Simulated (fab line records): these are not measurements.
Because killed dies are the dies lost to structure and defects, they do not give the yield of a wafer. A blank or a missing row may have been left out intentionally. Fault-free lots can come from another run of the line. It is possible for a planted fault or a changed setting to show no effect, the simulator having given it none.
2 desks, one fault | flow gf180mcu | each desk has only its own numbers; what lay behind them comes last

== FROM THE METROLOGY DESK ==
Lot by lot, what the gauges showed, no matter which tool ran the lot: averages of those sampled wafers that carry a number. A lot is out of limits, marked OUT, if its mean lies more than 4 standard deviations from the usual mean; the brackets give that distance.
Columns: A = V2_W_RS at GF_V2_RS_MEAS_24, usual 0.327 ohm/sq; B = V2_W_THK at GF_V2_THK_MEAS_25, usual 333 nm; C = V3_CVD_00_THK at GF_V3_THK_MEAS_01, usual 605 nm; D = M4_OVL at GF_M4_OVL_MEAS_15, usual -4 nm
lot  | first seen here | A                | B   | C   | D
L917 | day 21 06:49    | 0.327            | 331 | 606 | -5
L919 | day 22 05:40    | 0.353 (+5.2) OUT | 314 | 613 | -1
L920 | day 22 17:10    | 0.353 (+5.2) OUT | 313 | 612 | -4
L928 | day 25 07:22    | 0.330            | 331 | 606 | -11
L929 | day 25 22:59    | 0.333            | 326 | 611 | -16
L931 | day 26 08:38    | 0.331            | 327 | 606 | 4
L932 | day 26 10:58    | 0.331            | 330 | 601 | -5
L933 | day 26 20:59    | 0.328            | 335 | 599 | -6
L934 | day 27 11:02    | 0.326            | 337 | 608 | -4
L935 | day 27 13:06    | 0.330            | 327 | 595 | -9
L936 | day 28 13:01    | 0.327            | 331 | 609 | -6
L937 | day 28 15:54    | 0.323            | 337 | 606 | -3
This desk's result: L919, L920 out of limits, first on L919 (V2_W_RS at GF_V2_RS_MEAS_24), day 22 05:40. L917, L928, L929, L931, L932, L933, L934, L935, L936, L937: within limits.

== DESK OF THE TOOL OWNER: cvdW-02 ==
The tool's own readings at GF_V2_CVD_23 (deposits W, target thk 350 nm, time 104.94 s): means of the sampled wafers that have a number, for each lot that ran on this tool. A lot is out of limits, marked OUT, if its mean lies more than 4 standard deviations from the usual mean; the brackets give that distance.
Columns: A = chamberPressureTorr at GF_V2_CVD_23, usual 40.01 Torr; B = heaterPowerW at GF_V2_CVD_23, usual 765 W
lot  | first seen here | A               | B
L917 | day 21 06:43    | 40.04           | 739
L919 | day 22 05:34    | 34.38 (-65) OUT | 777
L920 | day 22 17:04    | 34.40 (-64) OUT | 774
L928 | day 25 07:15    | 40.00           | 775
L929 | day 25 22:52    | 39.97           | 775
L932 | day 26 10:51    | 40.00           | 739
L934 | day 27 10:56    | 40.07           | 744
L935 | day 27 12:58    | 39.91           | 706
L937 | day 28 15:47    | 39.94           | 752
This desk's finding: out of limits on L919, L920; first on L919, day 22 05:34 (chamberPressureTorr at GF_V2_CVD_23). L917, L928, L929, L932, L934, L935, L937: within limits.

== BROUGHT TOGETHER ==
The tool owner's desk could have raised an alarm at day 22 05:34, on L919, L920.
Metrology desk: alarm possible at day 22 05:40 on L919, L920.
The lots listed all ran GF_V2_CVD_23 on cvdW-02.

== WHAT THE SIMULATOR PUT IN ==
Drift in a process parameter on cvdW-02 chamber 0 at GF_V2_CVD_23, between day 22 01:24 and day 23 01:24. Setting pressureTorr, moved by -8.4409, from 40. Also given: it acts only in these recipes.
Shown lots that were struck: L919, L920.
Fault start to first reading out of limits, in hours, per desk: tool owner, 4; metrology, 4.
